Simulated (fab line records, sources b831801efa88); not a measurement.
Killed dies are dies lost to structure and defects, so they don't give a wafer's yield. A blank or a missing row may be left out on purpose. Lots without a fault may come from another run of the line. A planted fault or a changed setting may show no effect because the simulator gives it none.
A struck lot beside a sound one | flow gf180mcu | 44 steps out of a route of 602
Sound: wafers L357.1, L357.4, L357.5. Struck: wafers L365.2, L365.4, L365.6. The cause comes at the end.
At each step with rows: each side's tool, then ch and its chambers, then its first start. Under that, the readings that differ: sound wafers | struck wafers | difference of the means | sigmas: that difference in standard deviations of wafers without a fault.
alike: readings whose means differ by less than 2 such deviations, and words and numbers that are the same on both sides. not compared: withheld readings, readings that some wafer has no value for, bounds like >300 that may hide the same value, and numbers for which the record gives no deviation and whose values overlap.
The two part at a step that has a row with sigmas, a row that says differs or no value, or rows on one side only. Numbers that don't overlap but have no deviation are shown without sigmas and don't part them. A reading that every wafer of one side lacks parts them only if that side has two wafers or more.

first, 2 steps without rows for these wafers: GF_DNWELL_DEVELOP_06 (develop time 60 s); GF_DNWELL_IMPLANT_07.
GF_DNWELL_STRIP_08: strips in O2/N2.
  sound on plasma_asher-02 ch 1, day 2 17:43; struck on plasma_asher-01 ch 0,1, day 4 13:55
  alike: drypump_motor_current_A, heater_power_w, oes_product_au, strip_time_to_endpoint_s
  not compared: rf_hours_counter_h
GF_DNWELL_TW_MEAS_09:
  sound on film_metro-03, day 2 17:49; struck on film_metro-02, day 4 14:01
  alike: DNWELL_TW
then, 7 steps without rows for these wafers: GF_NWELL_DEHYDRATE_00 (time 60 s); GF_NWELL_HMDS_01 (prime time 60 s); GF_NWELL_COAT_02 (resist thk 3000 nm); GF_NWELL_SOFTBAKE_03; GF_NWELL_EXPOSE_04 (exposes mask Nwell, target cd 860 nm); GF_NWELL_PEB_05; GF_NWELL_DEVELOP_06 (develop time 60 s).
GF_NWELL_OVL_MEAS_07:
  sound on overlay-01, day 3 06:20; struck on overlay-02, day 5 04:12
  alike: NWELL_OVL
GF_NWELL_IMPLANT_08:
  sound on implanter-01 ch 0, day 3 06:23; struck on implanter-01 ch 0, day 5 04:34
  alike: tilt_deg
then, 1 step without rows for these wafers: GF_NWELL_IMPLANT_09.
GF_NWELL_STRIP_10: strips in O2/N2.
  sound on plasma_asher-02 ch 0,1, day 3 06:41; struck on plasma_asher-03 ch 0,1, day 5 04:50
  reading                     | sound          | struck         | difference | sigmas
  drypump_motor_current_A (A) | 5.56 5.28 5.32 | 5.87 5.89 5.91 | +0.50      | +2
  alike: heater_power_w, oes_product_au, strip_time_to_endpoint_s
  not compared: rf_hours_counter_h
GF_NWELL_TW_MEAS_11:
  sound on film_metro-04, day 3 06:47; struck on film_metro-04, day 5 05:11
  reading  | sound          | struck         | difference | sigmas
  NWELL_TW | 1552 1550 1556 | 1898 1897 1899 | +345       | +35
then, 7 steps without rows for these wafers: GF_LVPWELL_DEHYDRATE_00 (time 60 s); GF_LVPWELL_HMDS_01 (prime time 60 s); GF_LVPWELL_COAT_02 (resist thk 3000 nm); GF_LVPWELL_SOFTBAKE_03; GF_LVPWELL_EXPOSE_04 (exposes mask LVPWELL, target cd 600 nm); GF_LVPWELL_PEB_05; GF_LVPWELL_DEVELOP_06 (develop time 60 s).
GF_LVPWELL_OVL_MEAS_07:
  sound on overlay-02, day 3 18:43; struck on overlay-02, day 5 18:45
  alike: LVPWELL_OVL
then, 2 steps without rows for these wafers: GF_LVPWELL_IMPLANT_08; GF_LVPWELL_IMPLANT_09.
GF_LVPWELL_STRIP_10: strips in O2/N2.
  sound on plasma_asher-01 ch 0,1, day 3 19:03; struck on plasma_asher-03 ch 0,1, day 5 19:05
  reading                     | sound       | struck      | difference | sigmas
  drypump_motor_current_A (A) | 5.0 5.2 5.2 | 5.9 5.9 5.9 | +0.8       | +2
  heater_power_w (W)          | 327 284 282 | 334 369 368 | +59        | +3
  alike: oes_product_au, strip_time_to_endpoint_s
  not compared: rf_hours_counter_h
GF_LVPWELL_TW_MEAS_11:
  sound on film_metro-02, day 3 19:09; struck on film_metro-04, day 5 19:11
  alike: LVPWELL_TW
then, 7 steps without rows for these wafers: GF_MVSD_DEHYDRATE_00 (time 60 s); GF_MVSD_HMDS_01 (prime time 60 s); GF_MVSD_COAT_02 (resist thk 3000 nm); GF_MVSD_SOFTBAKE_03; GF_MVSD_EXPOSE_04 (exposes mask MVSD, target cd 1000 nm); GF_MVSD_PEB_05; GF_MVSD_DEVELOP_06 (develop time 60 s).
GF_MVSD_OVL_MEAS_07:
  sound on overlay-02, day 4 08:29; struck on overlay-02, day 6 09:39
  alike: MVSD_OVL
then, 2 steps without rows for these wafers: GF_MVSD_IMPLANT_08; GF_MVSD_IMPLANT_09.
GF_MVSD_STRIP_10: strips in O2/N2.
  sound on plasma_asher-04 ch 1, day 4 08:50; struck on plasma_asher-04 ch 0,1, day 6 09:59
  alike: drypump_motor_current_A, heater_power_w, oes_product_au, strip_time_to_endpoint_s
  not compared: rf_hours_counter_h
GF_MVSD_TW_MEAS_11:
  sound on film_metro-04, day 4 08:56; struck on film_metro-04, day 6 10:05
  alike: MVSD_TW
then, 2 steps without rows for these wafers: GF_MVPSD_DEHYDRATE_00 (time 60 s); GF_MVPSD_HMDS_01 (prime time 60 s).
-- the record jumps here: 3 days lie between the struck wafers' starts before and after --
GF_VT_IMPLANT_RS_MEAS_47: measures by four-point-probe.
  sound on film_metro-04, day 7 10:47; struck on film_metro-04, day 9 21:47
  reading           | sound             | struck            | difference | sigmas
  NWELL_RS (ohm/sq) | 489.1 488.4 488.3 | 350.0 349.7 349.5 | -138.9     | -99 or more
then, 1 step without rows for these wafers: GF_PASSIVATION_PROBE_99.

WHERE THEY PART
First at GF_NWELL_STRIP_10; last, within this record, at GF_VT_IMPLANT_RS_MEAS_47.

WHY: what the simulator had put in
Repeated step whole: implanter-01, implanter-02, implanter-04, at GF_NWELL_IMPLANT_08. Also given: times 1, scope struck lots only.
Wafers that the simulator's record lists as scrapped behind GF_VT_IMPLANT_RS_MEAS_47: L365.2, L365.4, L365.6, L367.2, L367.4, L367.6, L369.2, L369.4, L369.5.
